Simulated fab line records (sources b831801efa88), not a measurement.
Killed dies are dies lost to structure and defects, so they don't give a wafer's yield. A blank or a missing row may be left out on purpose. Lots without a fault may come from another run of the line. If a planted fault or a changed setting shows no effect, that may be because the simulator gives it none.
Which tool is to blame? :: flow sky130 :: 36 wafers from 12 lots sampled at 2 of the route's 708 steps

WHAT EACH GAUGE READ, for each wafer
SKY_LOCAL_INTERCONNECT_OVL_MEAS_12.
lot: L167
measured: day 33 15:31
on: overlay-01
LOCAL_INTERCONNECT_OVL (nm): 2 2 9

lot: L169
measured: day 33 21:38
on: overlay-02
LOCAL_INTERCONNECT_OVL (nm): -12 2 4

lot: L172
measured: day 34 21:34
on: overlay-01
LOCAL_INTERCONNECT_OVL (nm): -10 -16 -11

lot: L175
measured: day 36 03:29
on: overlay-01
LOCAL_INTERCONNECT_OVL (nm): 0 4 3

lot: L176
measured: day 36 14:05
on: overlay-01
LOCAL_INTERCONNECT_OVL (nm): 0 -4 1

lot: L179
measured: day 37 02:40
on: overlay-02
LOCAL_INTERCONNECT_OVL (nm): -8 1 -2

lot: L180
measured: day 37 06:18
on: overlay-02
LOCAL_INTERCONNECT_OVL (nm): -6 5 -4

lot: L181
measured: day 37 11:42
on: overlay-01
LOCAL_INTERCONNECT_OVL (nm): 2 -3 -7

lot: L182
measured: day 37 18:42
on: overlay-02
LOCAL_INTERCONNECT_OVL (nm): 2 -8 6

lot: L184
measured: day 38 11:55
on: overlay-02
LOCAL_INTERCONNECT_OVL (nm): -2 2 -1

lot: L185
measured: day 38 15:59
on: overlay-01
LOCAL_INTERCONNECT_OVL (nm): -9 -4 -6

lot: L186
measured: day 38 22:13
on: overlay-02
LOCAL_INTERCONNECT_OVL (nm): -1 -6 -5

TOOL THAT RAN EACH LOT (tool first, then ch and the chambers of the sampled wafers, then the start)
lot: L167
SKY_LOCAL_INTERCONNECT_SPUTTER_00: pvd-sputter-03, day 32 11:56

lot: L169
SKY_LOCAL_INTERCONNECT_SPUTTER_00: pvd-sputter-04, day 32 18:24

lot: L172
SKY_LOCAL_INTERCONNECT_SPUTTER_00: pvd-sputter-03, day 33 19:01

lot: L175
SKY_LOCAL_INTERCONNECT_SPUTTER_00: pvd-sputter-04, day 34 23:56

lot: L176
SKY_LOCAL_INTERCONNECT_SPUTTER_00: pvd-sputter-03, day 35 11:01

lot: L179
SKY_LOCAL_INTERCONNECT_SPUTTER_00: pvd-sputter-01, day 35 23:31

lot: L180
SKY_LOCAL_INTERCONNECT_SPUTTER_00: pvd-sputter-04, day 36 03:17

lot: L181
SKY_LOCAL_INTERCONNECT_SPUTTER_00: pvd-sputter-01, day 36 07:53

lot: L182
SKY_LOCAL_INTERCONNECT_SPUTTER_00: pvd-sputter-01, day 36 15:33

lot: L184
SKY_LOCAL_INTERCONNECT_SPUTTER_00: pvd-sputter-03, day 37 08:32

lot: L185
SKY_LOCAL_INTERCONNECT_SPUTTER_00: pvd-sputter-01, day 37 13:13

lot: L186
SKY_LOCAL_INTERCONNECT_SPUTTER_00: pvd-sputter-01, day 37 19:01
- SKY_LOCAL_INTERCONNECT_SPUTTER_00: material TiN, target thk 100 nm, time 83.3 s.

AS READ BY THE TOOLS THEMSELVES (means over the sampled wafers that have a number; for cases with no such wafer, the mark the record gives instead)
SKY_LOCAL_INTERCONNECT_SPUTTER_00.
lot: L167
tool: pvd-sputter-03
cathode-dc-power-W (W): 6500.4
chamber-pressure-pa (Pa): 0.3999
throttle-valve-pct (%): 29.9

lot: L169
tool: pvd-sputter-04
cathode-dc-power-W (W): 6500.1
chamber-pressure-pa (Pa): 0.4001
throttle-valve-pct (%): 30.7

lot: L172
tool: pvd-sputter-03
cathode-dc-power-W (W): 6499.6
chamber-pressure-pa (Pa): 0.3998
throttle-valve-pct (%): 30.1

lot: L175
tool: pvd-sputter-04
cathode-dc-power-W (W): 6499.4
chamber-pressure-pa (Pa): 0.3999
throttle-valve-pct (%): 30.7

lot: L176
tool: pvd-sputter-03
cathode-dc-power-W (W): 6498.7
chamber-pressure-pa (Pa): 0.3996
throttle-valve-pct (%): 29.5

lot: L179
tool: pvd-sputter-01
cathode-dc-power-W (W): 6499.7
chamber-pressure-pa (Pa): 0.3998
throttle-valve-pct (%): 28.4

lot: L180
tool: pvd-sputter-04
cathode-dc-power-W (W): 6500.9
chamber-pressure-pa (Pa): 0.3997
throttle-valve-pct (%): 30.7

lot: L181
tool: pvd-sputter-01
cathode-dc-power-W (W): 6500.4
chamber-pressure-pa (Pa): 0.4006
throttle-valve-pct (%): 29.2

lot: L182
tool: pvd-sputter-01
cathode-dc-power-W (W): 6500.2
chamber-pressure-pa (Pa): 0.4002
throttle-valve-pct (%): 29.3

lot: L184
tool: pvd-sputter-03
cathode-dc-power-W (W): 6499.8
chamber-pressure-pa (Pa): 0.4002
throttle-valve-pct (%): 30.5

lot: L185
tool: pvd-sputter-01
cathode-dc-power-W (W): 6500.3
chamber-pressure-pa (Pa): 0.3994
throttle-valve-pct (%): 30.6

lot: L186
tool: pvd-sputter-01
cathode-dc-power-W (W): 6500.3
chamber-pressure-pa (Pa): 0.3997
throttle-valve-pct (%): 29.5

THE ANSWER, worked out from the rows above alone
Rule: the usual values come from the lots themselves. Put in order of their means at a reading, lots are off if they are a third of the lots or fewer, leave a main group of 4 or more, and stand apart from it by a gap of 3 or more times the standard deviation of the main group's means; of several such gaps the widest counts. If all means in a main group match to the digits the tables above print for the reading, that group is not used. Also off: a lot with no number at a reading for which 4 or more lots have one. Any other lot the step has rows for is counted as sound. First the gauges in route order, then the tools' own readings, where a lot's mean is used as printed above. The first step at which some lot is off is used, and at that step the reading that is off furthest; a lot without a number counts as furthest.
No lot is off on any of the readings shown, so nothing can be concluded from this.

WHAT THE SIMULATOR PUT IN
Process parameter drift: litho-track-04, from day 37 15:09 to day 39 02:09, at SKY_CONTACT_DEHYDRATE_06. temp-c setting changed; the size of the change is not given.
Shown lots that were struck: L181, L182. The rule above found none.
